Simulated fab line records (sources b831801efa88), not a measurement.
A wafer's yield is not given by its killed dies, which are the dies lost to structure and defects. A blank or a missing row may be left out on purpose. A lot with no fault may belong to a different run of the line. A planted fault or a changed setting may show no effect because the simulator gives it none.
Which tool did it? / flow sky130 / 24 lots, 72 wafers sampled, at 2 steps of a route of 708

== WHAT THE GAUGES READ, wafer by wafer ==
SKY_VT_ADJUST_HVTR_OVL_MEAS_08. Usual: VT_ADJUST_HVTR_OVL -0.1 nm, standard deviation 1.2.
lot=L074; measured=day 9 14:58; on=overlay-01; VT_ADJUST_HVTR_OVL (nm)=0.0 0.5 1.3; flag=
lot=L075; measured=day 9 18:26; on=overlay-02; VT_ADJUST_HVTR_OVL (nm)=-1.5 0.0 -0.4; flag=
lot=L076; measured=day 10 02:48; on=overlay-01; VT_ADJUST_HVTR_OVL (nm)=-1.1 -0.1 -1.3; flag=
lot=L077; measured=day 10 09:39; on=overlay-01; VT_ADJUST_HVTR_OVL (nm)=-0.7 0.0 -0.8; flag=
lot=L078; measured=day 10 15:57; on=overlay-01; VT_ADJUST_HVTR_OVL (nm)=0.2 -1.8 -0.3; flag=
lot=L079; measured=day 11 01:14; on=overlay-02; VT_ADJUST_HVTR_OVL (nm)=1.1 -1.2 0.5; flag=
lot=L080; measured=day 11 03:38; on=overlay-01; VT_ADJUST_HVTR_OVL (nm)=-1.4 0.2 -2.7; flag=
lot=L081; measured=day 11 16:22; on=overlay-02; VT_ADJUST_HVTR_OVL (nm)=0.8 2.0 -0.8; flag=
lot=L082; measured=day 11 20:53; on=overlay-02; VT_ADJUST_HVTR_OVL (nm)=-1.0 -0.8 -1.3; flag=
lot=L083; measured=day 12 04:48; on=overlay-02; VT_ADJUST_HVTR_OVL (nm)=-0.8 1.5 1.9; flag=
lot=L084; measured=day 12 10:17; on=overlay-01; VT_ADJUST_HVTR_OVL (nm)=-1.2 -2.8 -1.8; flag=
lot=L085; measured=day 12 22:35; on=overlay-01; VT_ADJUST_HVTR_OVL (nm)=0.3 0.5 -0.3; flag=
lot=L086; measured=day 13 12:06; on=overlay-01; VT_ADJUST_HVTR_OVL (nm)=0.2 0.6 0.6; flag=
lot=L087; measured=day 13 19:26; on=overlay-01; VT_ADJUST_HVTR_OVL (nm)=-0.5 -4.0 -2.1; flag=
lot=L088; measured=day 13 22:05; on=overlay-01; VT_ADJUST_HVTR_OVL (nm)=2.5 1.8 1.3; flag=
lot=L089; measured=day 14 04:21; on=overlay-02; VT_ADJUST_HVTR_OVL (nm)=1.8 -0.3 0.2; flag=
lot=L090; measured=day 14 10:58; on=overlay-01; VT_ADJUST_HVTR_OVL (nm)=0.7 -1.0 -0.6; flag=
lot=L091; measured=day 14 18:44; on=overlay-01; VT_ADJUST_HVTR_OVL (nm)=0.3 -1.4 -0.7; flag=
lot=L092; measured=day 15 02:20; on=overlay-02; VT_ADJUST_HVTR_OVL (nm)=1.2 -0.3 -0.6; flag=
lot=L093; measured=day 15 11:15; on=overlay-02; VT_ADJUST_HVTR_OVL (nm)=2.9 1.6 1.0; flag=
lot=L094; measured=day 15 11:17; on=overlay-01; VT_ADJUST_HVTR_OVL (nm)=-0.2 0.6 0.7; flag=
lot=L095; measured=day 15 20:19; on=overlay-02; VT_ADJUST_HVTR_OVL (nm)=1.0 -1.5 -0.9; flag=
lot=L096; measured=day 16 05:05; on=overlay-01; VT_ADJUST_HVTR_OVL (nm)=-0.8 -1.1 -0.2; flag=
lot=L097; measured=day 16 14:29; on=overlay-02; VT_ADJUST_HVTR_OVL (nm)=0.6 0.3 1.2; flag=

SKY_LI_CONTACT_RS_MEAS_22: a four-point-probe measurement. Usual: LI_CONTACT_W_RS 0.283 ohm/sq, standard deviation 0.0046.
lot=L074; measured=day 29 07:02; on=filmMetro-04; LI_CONTACT_W_RS (ohm/sq)=0.292 0.283 0.289; flag=
lot=L075; measured=day 29 07:41; on=filmMetro-01; LI_CONTACT_W_RS (ohm/sq)=0.281 0.288 0.284; flag=
lot=L076; measured=day 30 00:42; on=filmMetro-02; LI_CONTACT_W_RS (ohm/sq)=0.284 0.285 0.284; flag=
lot=L077; measured=day 30 07:37; on=filmMetro-04; LI_CONTACT_W_RS (ohm/sq)=0.286 0.280 0.281; flag=
lot=L078; measured=day 30 10:14; on=filmMetro-02; LI_CONTACT_W_RS (ohm/sq)=0.283 0.287 0.285; flag=
lot=L079; measured=day 31 08:19; on=filmMetro-02; LI_CONTACT_W_RS (ohm/sq)=0.284 0.286 0.285; flag=
lot=L080; measured=day 31 03:42; on=filmMetro-04; LI_CONTACT_W_RS (ohm/sq)=0.285 0.278 0.279; flag=
lot=L081; measured=day 32 06:46; on=filmMetro-01; LI_CONTACT_W_RS (ohm/sq)=0.281 0.282 0.281; flag=
lot=L082; measured=day 32 08:17; on=filmMetro-04; LI_CONTACT_W_RS (ohm/sq)=0.286 0.285 0.287; flag=
lot=L083; measured=day 32 10:58; on=filmMetro-02; LI_CONTACT_W_RS (ohm/sq)=0.286 0.278 0.284; flag=
lot=L084; measured=day 32 17:43; on=filmMetro-01; LI_CONTACT_W_RS (ohm/sq)=0.288 0.283 0.284; flag=
lot=L085; measured=day 33 06:05; on=filmMetro-04; LI_CONTACT_W_RS (ohm/sq)=0.284 0.286 0.288; flag=
lot=L086; measured=day 33 14:02; on=filmMetro-02; LI_CONTACT_W_RS (ohm/sq)=0.272 0.271 0.275; flag=
lot=L087; measured=day 33 19:35; on=filmMetro-01; LI_CONTACT_W_RS (ohm/sq)=0.280 0.288 0.280; flag=
lot=L088; measured=day 33 20:16; on=filmMetro-04; LI_CONTACT_W_RS (ohm/sq)=0.286 0.272 0.272; flag=
lot=L089; measured=day 34 04:58; on=filmMetro-02; LI_CONTACT_W_RS (ohm/sq)=0.270 0.284 0.269; flag=
lot=L090; measured=day 34 11:23; on=filmMetro-04; LI_CONTACT_W_RS (ohm/sq)=0.278 0.282 0.282; flag=
lot=L091; measured=day 34 20:16; on=filmMetro-04; LI_CONTACT_W_RS (ohm/sq)=0.281 0.280 0.278; flag=
lot=L092; measured=day 35 07:17; on=filmMetro-04; LI_CONTACT_W_RS (ohm/sq)=0.275 0.286 0.286; flag=
lot=L093; measured=day 35 13:40; on=filmMetro-01; LI_CONTACT_W_RS (ohm/sq)=0.272 0.276 0.273; flag=
lot=L094; measured=day 35 14:12; on=filmMetro-01; LI_CONTACT_W_RS (ohm/sq)=0.281 0.282 0.277; flag=
lot=L095; measured=day 35 20:42; on=filmMetro-02; LI_CONTACT_W_RS (ohm/sq)=0.282 0.282 0.285; flag=
lot=L096; measured=day 36 02:03; on=filmMetro-02; LI_CONTACT_W_RS (ohm/sq)=0.279 0.283 0.281; flag=
lot=L097; measured=day 36 14:31; on=filmMetro-04; LI_CONTACT_W_RS (ohm/sq)=0.287 0.276 0.290; flag=

== WHAT TOOL EACH LOT RAN ON (gives the tool, then ch and the chambers of the sampled wafers, and finally the start) ==
Record: no process step prior to these readings.

== WHAT THE TOOLS THEMSELVES READ (means of the sampled wafers that have a number; where no wafer has one, the mark that the record gives instead) ==
The record holds no such reading with a usual standard deviation.

== THE ANSWER, worked out from the rows above alone ==
Rule: take the mean of a lot's wafers that have a number; if it is more than 3 standard deviations from the usual mean, the lot is off. A lot without any number at a reading at which 4 lots or more have one is off too. All remaining lots with rows at the step are treated as sound. First the gauges in route order, then the tools' own readings, where a lot's mean is used as printed above. At the first step where some lot is off, the reading lying furthest off is the one used; lots without a number count as furthest.
No lot is off on any of the readings shown, so nothing can be concluded from this.

== WHAT HAD BEEN PUT IN BY THE SIMULATOR ==
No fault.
